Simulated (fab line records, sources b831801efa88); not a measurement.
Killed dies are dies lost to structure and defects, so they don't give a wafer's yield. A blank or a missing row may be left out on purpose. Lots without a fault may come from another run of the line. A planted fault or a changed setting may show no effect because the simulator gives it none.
A struck lot beside a sound one | flow gf180mcu | 14 steps out of a route of 602
Sound: wafers L953.2, L953.4, L953.5. Struck: wafers L958.2, L958.6. (L958.4 of the same lot was not struck and is left out.) The cause comes at the end.
At each step with rows: each side's tool, then ch and its chambers, then its first start. Under that, the readings that differ: sound wafers | struck wafers | difference of the means | sigmas: that difference in standard deviations of wafers without a fault.
alike: readings whose means differ by less than 2 such deviations, and words and numbers that are the same on both sides. not compared: withheld readings, readings that some wafer has no value for, bounds like >300 that may hide the same value, and numbers for which the record gives no deviation and whose values overlap.
The two part at a step that has a row with sigmas, a row that says differs or no value, or rows on one side only. Numbers that don't overlap but have no deviation are shown without sigmas and don't part them. A reading that every wafer of one side lacks parts them only if that side has two wafers or more.

GF_V4_CD_MEAS_14: target cd 260 nm.
  sound on cd_sem-02, day 25 10:28; struck on cd_sem-02, day 27 03:04
  alike: cd_nm
GF_V4_OVL_MEAS_15:
  sound on overlay-02, day 25 10:34; struck on overlay-01, day 27 03:10
  alike: V4_OVL
then, 1 step without rows for these wafers: GF_V4_ETCH_16 (etches BARC in N2/H2).
GF_V4_ETCH_17: etches SiO2 in C4F8/O2/Ar, stops on TiN, target depth 630 nm.
  sound on rie_diel-01 ch 0,2; struck on rie_diel-03 ch 2,3
  alike: oes_product_au, rf_fwd_power_W
GF_V4_STRIP_18: strips in O2/N2.
  sound on plasma_asher-02 ch 0,1, day 25 10:44; struck on plasma_asher-02 ch 1, day 27 03:20
  alike: drypump_motor_current_A, heater_power_w, oes_product_au
  not compared: rf_hours_counter_h
then, 3 steps without rows for these wafers: GF_V4_STRIP_19 (strips in post etch residue remover, time 1200 s); GF_V4_CLEAN_20 (cleans in DIW); GF_V4_SPUTTER_21 (material Ti, target thk 15 nm, time 80.02 s).
GF_V4_SPUTTER_22: material TiN, target thk 10 nm, time 40 s.
  sound on pvd_sputter-03, day 25 11:20; struck on pvd_sputter-03, day 27 03:57
  alike: throttle_valve_pct
GF_V4_CVD_23: deposits W, target thk 350 nm, time 104.9 s.
  sound on cvd_w-02 ch 0,1, day 25 11:22; struck on cvd_w-01 ch 1, day 27 03:59
  alike: heater_power_outer_w, heater_power_w
  not compared: since_wet_clean_h
GF_V4_RS_MEAS_24: measures by four-point-probe.
  sound on film_metro-01, day 25 11:30; struck on film_metro-01, day 27 04:07
  reading          | sound             | struck      | difference | sigmas
  V4_W_RS (ohm/sq) | 0.318 0.315 0.324 | 0.333 0.334 | +0.015     | +3
GF_V4_THK_MEAS_25: measures by xrf.
  sound on film_metro-01, day 25 11:37; struck on film_metro-01, day 27 04:14
  reading       | sound       | struck  | difference | sigmas
  V4_W_THK (nm) | 380 383 368 | 353 354 | -24        | -3
GF_V4_CMP_26: polishes, stops on SiO2, t overpolish 15 s, target thk 0 nm.
  sound on cmp-02 ch 0,3, day 25 11:40; struck on cmp-02 ch 0, day 27 04:17
  reading                | sound                | struck      | difference | sigmas
  overpolish_run_s (s)   | 14.996 15.000 14.992 | 0.042 0.039 | -14.956    | -99 or more
  time_to_endpoint_s (s) | 85.8 86.3 81.5       | 126.9 126.6 | +42.2      | +16
  alike: motor_current_A, platen_rpm
GF_MIM_SPUTTER_00: material Ti, target thk 37.5 nm, time 150 s.
  the record has rows for the sound wafers here (pvd_sputter-04, day 25 11:58) and none for the struck ones

WHERE THEY PART
First at GF_V4_RS_MEAS_24; last, within this record, at GF_MIM_SPUTTER_00.

WHY: what the simulator had put in
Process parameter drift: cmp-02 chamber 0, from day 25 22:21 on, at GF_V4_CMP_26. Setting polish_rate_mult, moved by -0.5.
